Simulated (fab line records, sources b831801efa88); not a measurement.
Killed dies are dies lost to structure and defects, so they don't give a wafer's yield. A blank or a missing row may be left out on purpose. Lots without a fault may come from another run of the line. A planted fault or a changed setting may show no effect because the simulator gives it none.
Which tool did it? | flow sky130 | 15 lots, 45 wafers sampled, at 5 steps of a route of 708

WHAT THE GAUGES READ, wafer by wafer
SKY_CONTACT_OVL_MEAS_15.
lot  | measured     | on         | CONTACT_OVL (nm)
L268 | day 31 16:55 | overlay-01 | 2 8 -1
L269 | day 31 20:13 | overlay-02 | -1 -2 -5
L270 | day 32 04:02 | overlay-02 | -2 -2 -4
L271 | day 32 14:16 | overlay-01 | -10 -2 1
L272 | day 32 19:52 | overlay-01 | -7 -4 -8
L273 | day 33 03:09 | overlay-02 | -5 -2 -4
L274 | day 34 14:34 | overlay-02 | -3 -7 -3
L276 | day 34 15:56 | overlay-02 | 2 -4 0
L278 | day 34 17:00 | overlay-02 | -1 -9 -5
L279 | day 35 08:10 | overlay-02 | 2 0 1
L280 | day 35 11:55 | overlay-02 | -1 -4 1
L285 | day 36 19:02 | overlay-01 | 3 4 -2
L288 | day 37 23:19 | overlay-01 | 7 -1 7
L289 | day 38 01:47 | overlay-01 | -1 -6 -4
L291 | day 38 13:40 | overlay-01 | -2 -6 -5

SKY_VIA1_THK_MEAS_01.
lot  | measured     | on            | VIA1_HDPCVD_THK (nm)
L268 | day 32 22:23 | film_metro-02 | 1031 1026 1022
L269 | day 33 02:15 | film_metro-01 | 1029 1010 1015
L270 | day 33 09:33 | film_metro-01 | 1023 1024 1024
L271 | day 33 19:38 | film_metro-02 | 1009 997 1008
L272 | day 34 01:08 | film_metro-02 | 1036 1043 1059
L273 | day 34 08:37 | film_metro-01 | 1033 1016 1026
L274 | day 35 19:44 | film_metro-02 | 1014 1022 1018
L276 | day 35 21:01 | film_metro-01 | 325 347 337
L278 | day 35 22:35 | film_metro-02 | 351 352 363
L279 | day 36 12:56 | film_metro-01 | 1030 1033 1025
L280 | day 36 16:59 | film_metro-03 | 341 363 356
L285 | day 37 23:40 | film_metro-02 | 1033 1049 1038
L288 | day 39 02:57 | film_metro-02 | 1029 1018 1047
L289 | day 39 06:02 | film_metro-02 | 1033 1037 1044
L291 | day 39 16:02 | film_metro-01 | 1015 1029 1025

SKY_VIA1_OVL_MEAS_13.
lot  | measured     | on         | VIA1_OVL (nm)
L268 | day 34 01:38 | overlay-02 | 9 7 5
L269 | day 34 05:43 | overlay-01 | -8 -3 -8
L270 | day 34 12:46 | overlay-01 | 11 17 4
L271 | day 34 22:37 | overlay-01 | -6 0 -1
L272 | day 35 03:49 | overlay-02 | -3 1 -4
L273 | day 35 11:29 | overlay-01 | -8 -1 -8
L274 | day 36 22:19 | overlay-01 | -9 -3 -6
L276 | day 36 23:40 | overlay-01 | 1 6 2
L278 | day 37 01:20 | overlay-02 | -3 -4 8
L279 | day 37 15:04 | overlay-02 | 8 5 8
L280 | day 37 19:22 | overlay-01 | 0 0 2
L285 | day 39 01:13 | overlay-01 | -2 -4 5
L288 | day 40 08:07 | overlay-01 | -3 -1 -11
L289 | day 40 11:05 | overlay-02 | 11 4 11
L291 | day 40 20:14 | overlay-01 | 7 -4 2

WHICH TOOL RAN EACH LOT (tool, then ch and the chambers of the sampled wafers, then the start)
lot  | SKY_METAL1_SPUTTER_03        | SKY_VIA1_HDPCVD_00
L268 | pvd_sputter-04, day 31 18:24 | hdpcvd-01 ch 0,1,2, day 32 22:17
L269 | pvd_sputter-04, day 31 21:43 | hdpcvd-02 ch 1,2, day 33 02:08
L270 | pvd_sputter-02, day 32 05:33 | hdpcvd-02 ch 0,1,2, day 33 09:26
L271 | pvd_sputter-01, day 32 15:45 | hdpcvd-02 ch 1,2, day 33 19:32
L272 | pvd_sputter-02, day 32 21:21 | hdpcvd-01 ch 0,1, day 34 01:02
L273 | pvd_sputter-04, day 33 04:38 | hdpcvd-02 ch 0,1, day 34 08:29
L274 | pvd_sputter-02, day 34 16:04 | hdpcvd-01 ch 0,2, day 35 19:37
L276 | pvd_sputter-04, day 34 17:27 | hdpcvd-02 ch 1,2, day 35 20:53
L278 | pvd_sputter-04, day 34 18:28 | hdpcvd-02 ch 0,1, day 35 22:28
L279 | pvd_sputter-02, day 35 09:39 | hdpcvd-01 ch 0,1,2, day 36 12:50
L280 | pvd_sputter-01, day 35 13:25 | hdpcvd-02 ch 0,1,2, day 36 16:52
L285 | pvd_sputter-01, day 36 20:42 | hdpcvd-01 ch 0,1,2, day 37 23:35
L288 | pvd_sputter-04, day 38 00:49 | hdpcvd-02 ch 0,1, day 39 02:50
L289 | pvd_sputter-04, day 38 03:18 | hdpcvd-02 ch 0,1, day 39 05:55
L291 | pvd_sputter-01, day 38 15:10 | hdpcvd-01 ch 0,1,2, day 39 15:55
- SKY_METAL1_SPUTTER_03: material Ti, target thk 5 nm, time 3.3 s.
- SKY_VIA1_HDPCVD_00: deposits SiO2, target thk 1030 nm, time 171.7 s.

WHAT THE TOOLS THEMSELVES READ (means of the sampled wafers that have a number; where no wafer has one, the mark that the record gives instead)
SKY_METAL1_SPUTTER_03.
lot  | tool           | throttle_valve_pct (%)
L268 | pvd_sputter-04 | 30.9
L269 | pvd_sputter-04 | 29.4
L270 | pvd_sputter-02 | 29.4
L271 | pvd_sputter-01 | 31.0
L272 | pvd_sputter-02 | 29.8
L273 | pvd_sputter-04 | 30.2
L274 | pvd_sputter-02 | 29.5
L276 | pvd_sputter-04 | 30.4
L278 | pvd_sputter-04 | 29.7
L279 | pvd_sputter-02 | 29.4
L280 | pvd_sputter-01 | 30.3
L285 | pvd_sputter-01 | 29.6
L288 | pvd_sputter-04 | 30.4
L289 | pvd_sputter-04 | 29.6
L291 | pvd_sputter-01 | 30.6

THE ANSWER, worked out from the rows above alone
Rule: what is usual is taken from the lots themselves. Put in order of their means at a reading, lots are off if they are a third of the lots or fewer, leave a main group of 4 or more, and stand apart from it by a gap of 3 or more times the standard deviation of the main group's means; of several such gaps the widest counts. A main group whose means are all the same, to the digits that the tables above print for the reading, isn't used. A lot without any number at a reading at which 4 lots or more have one is off too. The other lots that the step has rows for count as sound. The gauges are gone through in route order, then the tools' own readings, and for those a lot's mean is taken as printed above. The first step at which some lot is off is used, and at that step the reading that is off furthest; a lot without a number counts as furthest.
Off: L276, L278, L280, at SKY_VIA1_THK_MEAS_01 (VIA1_HDPCVD_THK). The main group: mean 1027 nm, standard deviation 11.
A tool fits if, at a process step before that reading, it ran every lot that is off, and no sound lot after the first of them. The gauges at SKY_VIA1_THK_MEAS_01 are tried like those tools. None of those tried fits.

WHAT THE SIMULATOR HAD PUT IN
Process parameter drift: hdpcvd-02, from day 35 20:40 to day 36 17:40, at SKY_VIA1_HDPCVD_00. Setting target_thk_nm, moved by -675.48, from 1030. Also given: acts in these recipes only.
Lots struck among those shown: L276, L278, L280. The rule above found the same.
